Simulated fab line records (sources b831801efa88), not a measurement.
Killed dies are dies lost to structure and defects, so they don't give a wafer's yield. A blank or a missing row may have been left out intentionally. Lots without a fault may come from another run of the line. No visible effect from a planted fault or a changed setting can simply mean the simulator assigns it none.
Matching of chambers ; flow gf180mcu ; GF_STI_WET_ETCH_27 on wet bench-04: 3 sister chambers
The step etches Si3N4 in H3PO4, target depth 160 nm, time 1825 s. 16 wafers are shown with their chamber, then 2 later ones without.

WAFERS PAIRED WITH THEIR CHAMBERS
wafer;chamber;bath heat duty pct (%);bath guard temp C (C);temp c (C)
L544.1;3;26.7;159.7;159.92
L544.2;3;25.9;159.7;160.05
L544.4;3;23.9;160.0;159.87
L546.3;0;26.0;159.7;160.09
L546.5;0;24.3;160.0;160.18
L546.6;0;22.7;159.8;159.99
L549.3;0;23.8;159.8;160.34
L549.4;0;23.3;160.2;160.26
L549.5;0;23.7;160.3;160.33
L550.1;1;26.0;159.8;160.21
L550.2;1;24.4;159.9;160.04
L550.4;1;25.0;159.5;159.71
L551.2;0;24.6;160.2;159.95
L551.3;0;24.2;160.0;159.78
L551.5;0;23.6;159.9;159.89
L555.2;1;27.7;159.8;159.94

SIGNATURES (averages over the wafers above)
reading;chamber 0;chamber 1;chamber 3;scatter within a chamber
bath heat duty pct;24.022;25.775;25.500;1.16
bath guard temp C;159.989;159.750;159.800;0.196
temp c;160.0900;159.9750;159.9467;0.19
Rule: for a wafer and a chamber, the distance is found by dividing, reading by reading, the gap between the wafer's reading and the chamber's mean by the reading's scatter, squaring, summing and taking the root. The wafer belongs to the nearest chamber; if the next one is less than 2 further off, it can't be placed. The scatter is the square root of a quotient: the sum, over the shown wafers, of each reading's squared deviation from its chamber's mean, divided by wafers minus chambers.

WAFERS WHOSE CHAMBER IS MISSING
wafer;bath heat duty pct (%);bath guard temp C (C);temp c (C)
L555.5;26.3;159.6;160.28
L555.6;26.3;159.9;160.07

THE CHAMBER EACH PASSED THROUGH
wafer;from the rows above;in truth
L555.5;can't be placed: 1 or 3 or 0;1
L555.6;can't be placed: 1 or 3 or 0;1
Correctly placed: 0 of 2. From these rows, 2 cannot be placed; in 2 the true chamber is one of the candidates. Number placed wrongly: 0.
